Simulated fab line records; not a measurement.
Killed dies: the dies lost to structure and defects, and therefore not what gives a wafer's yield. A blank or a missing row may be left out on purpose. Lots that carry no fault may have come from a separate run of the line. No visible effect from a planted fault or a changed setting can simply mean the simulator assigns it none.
Which tool was responsible? ; flow sky130 ; 12 lots with 35 wafers sampled at 6 steps, on a route of 708 steps

== WHAT THE GAUGES SHOWED, per wafer ==
SKY_VT_ADJUST_HVTR_CD_MEAS_07: the cd target is 380 nm.
lot;measured;on;cdNm (nm)
L710;day 9 17:38;cdSem-01;384.2 381.7 382.9
L713;day 10 17:55;cdSem-01;379.8 381.7 380.1
L714;day 10 21:41;cdSem-01;382.9 381.3 382.6
L716;day 11 10:37;cdSem-01;380.0 378.6 379.7
L717;day 11 20:37;cdSem-01;381.0 381.1 380.1
L718;day 12 05:15;cdSem-02;381.0 378.9 379.7
L719;day 12 12:04;cdSem-02;376.8 378.9 380.1
L720;day 12 18:26;cdSem-01;377.2 379.1 376.1
L721;day 13 04:58;cdSem-01;381.0 384.1
L725;day 14 13:13;cdSem-01;380.6 381.3 383.4
L731;day 16 06:22;cdSem-01;378.2 377.8 378.6
L732;day 16 13:18;cdSem-02;376.9 376.3 376.1

SKY_VT_ADJUST_HVTR_OVL_MEAS_08.
lot;measured;on;VT_ADJUST_HVTR_OVL (nm)
L710;day 9 17:45;overlay-02;2.5 -0.2 1.3
L713;day 10 18:02;overlay-02;-0.9 -1.5 -1.0
L714;day 10 21:48;overlay-01;0.9 0.7 -1.3
L716;day 11 10:43;overlay-01;-0.2 -2.9 -1.2
L717;day 11 20:43;overlay-01;-1.0 -0.7 -1.4
L718;day 12 05:22;overlay-02;-1.8 0.0 -0.2
L719;day 12 12:11;overlay-01;-3.5 -2.7 -4.2
L720;day 12 18:33;overlay-02;1.5 1.6 3.5
L721;day 13 05:01;overlay-02;-0.1 0.7
L725;day 14 13:20;overlay-01;0.0 -0.5 0.3
L731;day 16 06:29;overlay-02;4.4 0.9 1.2
L732;day 16 13:25;overlay-02;-0.2 -3.0 -1.3

SKY_GATE_OXIDE_OVL_MEAS_10.
lot;measured;on;GATE_OXIDE_OVL (nm)
L710;day 14 03:17;overlay-01;-2.3 -1.2 -2.5
L713;day 15 11:11;overlay-01;-0.1 -1.8 0.5
L714;day 15 15:14;overlay-01;-1.6 -0.8 -0.6
L716;day 16 06:05;overlay-01;-2.5 -1.9 -2.6
L717;day 16 14:53;overlay-02;-1.0 0.3 -1.4
L718;day 17 00:14;overlay-01;0.2 -1.0 0.3
L719;day 17 06:13;overlay-01;-0.2 -1.2 -1.8
L720;day 17 17:14;overlay-02;-2.9 -2.1 -2.9
L721;day 18 06:48;overlay-02;- -
L725;day 19 19:05;overlay-01;-0.6 -2.1 -1.0
L731;day 21 17:34;overlay-01;-0.9 -1.8 -2.1
L732;day 21 21:50;overlay-01;-2.7 -3.0 -2.4

SKY_GATE_OXIDE_TW_MEAS_14.
lot;measured;on;GATE_OXIDE_TW
L710;day 14 03:41;filmMetro-04;221.7 223.7 221.6
L713;day 15 11:41;filmMetro-04;224.0 223.5 223.6
L714;day 15 15:37;filmMetro-02;224.0 221.8 223.2
L716;day 16 06:28;filmMetro-02;224.8 224.2 226.0
L717;day 16 15:16;filmMetro-02;225.7 224.7 224.5
L718;day 17 00:38;filmMetro-04;220.1 222.3 220.1
L719;day 17 06:37;filmMetro-02;223.9 224.3 225.5
L720;day 17 17:37;filmMetro-01;223.6 222.8 224.5
L721;day 18 07:13;filmMetro-04;29.6 29.7 29.7 29.7
L725;day 19 19:28;filmMetro-01;221.6 222.7 222.6
L731;day 21 17:58;filmMetro-01;221.9 221.6 222.2
L732;day 21 22:13;filmMetro-02;220.6 221.0 221.0

== TOOL THAT RAN EACH LOT (tool first, then ch and the chambers of the sampled wafers, then the start) ==
lot;SKY_VT_ADJUST_PCH_STRIP_09;SKY_GATE_OXIDE_EXPOSE_07
L710;plasmaAsher-02 ch 0,1, day 10 15:53;ilineStepper-02 ch 0, day 13 13:47
L713;plasmaAsher-02 ch 0,1, day 11 18:07;ilineStepper-01 ch 0, day 14 22:35
L714;plasmaAsher-02 ch 0,1, day 11 22:22;ilineStepper-02 ch 0, day 15 02:38
L716;plasmaAsher-04 ch 0,1, day 12 11:34;ilineStepper-02 ch 0, day 15 16:38
L717;plasmaAsher-04 ch 0,1, day 12 22:07;ilineStepper-02 ch 0, day 16 00:18
L718;plasmaAsher-01 ch 0, day 13 06:43;ilineStepper-01 ch 0, day 16 10:32
L719;plasmaAsher-02 ch 0,1, day 13 13:22;ilineStepper-02 ch 0, day 16 15:54
L720;plasmaAsher-01 ch 0,1, day 13 20:17;ilineStepper-02 ch 0, day 17 03:19
L721;plasmaAsher-01 ch 0,1, day 14 07:02;ilineStepper-02 ch 0, day 17 16:07
L725;plasmaAsher-02 ch 0,1, day 15 17:10;ilineStepper-02 ch 0, day 19 03:42
L731;plasmaAsher-01 ch 0,1, day 17 12:04;ilineStepper-02 ch 0, day 21 02:04
L732;plasmaAsher-01 ch 0,1, day 17 19:21;ilineStepper-02 ch 0, day 21 07:13
- SKY_VT_ADJUST_PCH_STRIP_09: strips in O2/N2.
- SKY_GATE_OXIDE_EXPOSE_07: exposes mask LVOM, target cd 600 nm.

== WHAT THE TOOLS THEMSELVES READ (means of the sampled wafers that have a number; where no wafer has one, the mark that the record gives instead) ==
SKY_VT_ADJUST_PCH_STRIP_09.
lot;tool;drypumpMotorCurrentA (A);oesProductAu (a.u.);stripTimeToEndpointS (s)
L710;plasmaAsher-02;5.8;0.719;36.95
L713;plasmaAsher-02;5.8;0.721;37.04
L714;plasmaAsher-02;5.6;0.719;36.93
L716;plasmaAsher-04;5.8;0.726;36.93
L717;plasmaAsher-04;5.8;0.722;37.01
L718;plasmaAsher-01;5.1;0.724;36.95
L719;plasmaAsher-02;5.6;0.722;37.06
L720;plasmaAsher-01;5.3;0.720;36.93
L721;plasmaAsher-01;5.4;0.722;36.95
L725;plasmaAsher-02;5.8;0.724;36.97
L731;plasmaAsher-01;5.3;0.726;36.97
L732;plasmaAsher-01;5.5;0.724;36.88

== THE ANSWER, worked out from the rows above alone ==
Rule: usual is defined by the lots themselves. Put in order of their means at a reading, lots are off if they are a third of the lots or fewer, leave a main group of 4 or more, and stand apart from it by a gap of 3 or more times the standard deviation of the main group's means; of several such gaps the widest counts. Not used: any main group whose means are identical at the precision the tables above print for the reading. A lot without any number at a reading at which 4 lots or more have one is off too. Where the step has rows for the other lots, those lots are counted as sound. First the gauges in route order, then the tools' own readings, where a lot's mean is used as printed above. The first step at which some lot is off is used, and at that step the reading that is off furthest; a lot without a number counts as furthest.
Off: L721, seen at SKY_GATE_OXIDE_OVL_MEAS_10 (GATE_OXIDE_OVL). Without a number there: L721. Main group: mean -1.4 nm, sd 0.83.
A tool fits if, at a process step before that reading, it ran every lot that is off, and no sound lot after the first of them. The gauges at SKY_GATE_OXIDE_OVL_MEAS_10 aren't tried: what is off there is off at SKY_GATE_OXIDE_TW_MEAS_14 too, on other tools, and a gauge's error can't cause that. No candidate that was tried fits.

== WHAT THE SIMULATOR HAD INSERTED ==
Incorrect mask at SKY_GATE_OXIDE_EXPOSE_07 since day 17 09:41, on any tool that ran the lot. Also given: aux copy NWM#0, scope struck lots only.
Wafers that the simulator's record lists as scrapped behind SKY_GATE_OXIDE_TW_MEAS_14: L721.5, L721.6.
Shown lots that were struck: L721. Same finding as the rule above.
